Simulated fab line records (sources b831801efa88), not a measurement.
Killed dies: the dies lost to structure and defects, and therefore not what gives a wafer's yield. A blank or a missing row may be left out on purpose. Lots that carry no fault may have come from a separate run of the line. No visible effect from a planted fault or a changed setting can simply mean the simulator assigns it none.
Split-lot study + flow gf180mcu + route with 602 steps; 5 lots, 23 wafers read

== THE SPLIT ==
At GF_CONTACT_CVD_00 (deposits SiO2, target thk 300 nm, time 50 s), the setting sih4 flow sccm was moved away from the recipe's 60 sccm on 8 of the 23 wafers read, by +6.3% to +14.7%. All remaining wafers had this setting at the recipe value.

The file shows no step between the split and the reading.

== THE READING ==
CONTACT_CVD_00_THK in nanometres, read at GF_CONTACT_THK_MEAS_01. Fault-free wafers of this fab line usually give 300 nm, standard deviation 3.2 nm.

| wafer  | tool, chamber at the split | sih4 flow sccm as run, sccm | against the recipe | CONTACT_CVD_00_THK, nm | against lot-mates on the recipe |
|--------|----------------------------|-----------------------------|--------------------|------------------------|---------------------------------|
| L074.2 | hdpcvd-01, 2               | 64.56                       | +7.6%              | 322                    | +24                             |
| L074.3 | hdpcvd-01, 1               | 64.56                       | +7.6%              | 317                    | +19                             |
| L074.4 | hdpcvd-01, 1               | 64.56                       | +7.6%              | 317                    | +19                             |
| L074.5 | hdpcvd-01, 0               | 60                          | recipe             | 298                    | -                               |
| L074.6 | hdpcvd-01, 2               | 60                          | recipe             | 298                    | -                               |
| L075.1 | hdpcvd-01, 1               | 63.78                       | +6.3%              | 320                    | +18                             |
| L075.2 | hdpcvd-01, 2               | 63.78                       | +6.3%              | 319                    | +17                             |
| L075.3 | hdpcvd-01, 0               | 60                          | recipe             | 303                    | -                               |
| L075.4 | hdpcvd-01, 2               | 60                          | recipe             | 302                    | -                               |
| L075.5 | hdpcvd-01, 1               | 60                          | recipe             | 300                    | -                               |
| L076.2 | hdpcvd-01, 2               | 60                          | recipe             | 302                    | -                               |
| L076.5 | hdpcvd-01, 2               | 60                          | recipe             | 299                    | -                               |
| L076.6 | hdpcvd-01, 0               | 60                          | recipe             | 303                    | -                               |
| L080.1 | hdpcvd-02, 1               | 68.83                       | +14.7%             | 344                    | +44                             |
| L080.2 | hdpcvd-02, 0               | 60                          | recipe             | 301                    | -                               |
| L080.3 | hdpcvd-02, 2               | 68.83                       | +14.7%             | 345                    | +45                             |
| L080.4 | hdpcvd-02, 0               | 68.83                       | +14.7%             | 345                    | +45                             |
| L080.5 | hdpcvd-02, 1               | 60                          | recipe             | 299                    | -                               |
| L085.1 | hdpcvd-01, 2               | 60                          | recipe             | 307                    | -                               |
| L085.2 | hdpcvd-01, 0               | 60                          | recipe             | 305                    | -                               |
| L085.4 | hdpcvd-01, 0               | 60                          | recipe             | 301                    | -                               |
| L085.5 | hdpcvd-01, 1               | 60                          | recipe             | 302                    | -                               |
| L085.6 | hdpcvd-01, 2               | 60                          | recipe             | 302                    | -                               |

FIT RESULTS
A straight line over all 23 wafers: CONTACT_CVD_00_THK changes by +2.83 nm for each +1% of sih4 flow sccm; r = +0.98; the points scatter about the line by 2.8 nm.
The same after taking each lot's own level away (the mean of its wafers on the recipe; 23 wafers): +2.98 nm for each +1%; r = +0.99; scatter 1.9 nm.
That fit puts the effect of the largest move of sih4 flow sccm on the reading at 44 nm.
The span of the lots' own levels, 298.0 to 303.4 nm, comes to 1.7 times the standard deviation stated above.
So the lot-to-lot level changes the slope little: the two slopes agree.
Check: with one of the wafers moved furthest among these (+14.7%) left out of the fit, the line predicts +43.4 nm for it against its lot-mates. It came out at +44 nm against them.

== ADDITIONAL SPLITS CARRIED BY THESE WAFERS ==
Before the reading, these wafers also passed through other splits. Each is held against what the fit with the lots' levels taken away leaves over:
| other split on the same wafers   | wafers away from the commonest value | r with CONTACT_CVD_00_THK (lot level and that fit taken away) |
|----------------------------------|--------------------------------------|---------------------------------------------------------------|
| GF_PSD_COAT_02 resist thk nm     | 4                                    | +0.30                                                         |
| GF_PSD_STRIP_10 o2 flow sccm     | 8                                    | -0.02                                                         |
| GF_SAB_SOFTBAKE_05 temp c        | 9                                    | +0.40                                                         |
| GF_SAB_DEVELOP_08 develop time s | 3                                    | -0.06                                                         |

== THE WHOLE CHAIN: every reading that the file lists as answering this split, in the file's order ==
| step                   | what it does                                | reading                                                                        | change (the file's fit)              | r (the file's) |
|------------------------|---------------------------------------------|--------------------------------------------------------------------------------|--------------------------------------|----------------|
| GF_CONTACT_CVD_00      | deposits SiO2, target thk 300 nm, time 50 s | SiO2_of_CONTACT_CVD_00.thk nm (the simulator's own value, which no gauge read) | +2.94 nm for each +1% of the setting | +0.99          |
| GF_CONTACT_THK_MEAS_01 |                                             | CONTACT_CVD_00_THK                                                             | +2.94 for each +1% of the setting    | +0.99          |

== THE FILE'S OWN FIT ==
CONTACT_CVD_00_THK changes by +2.94 nm for each +1% of sih4 flow sccm, r = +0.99.
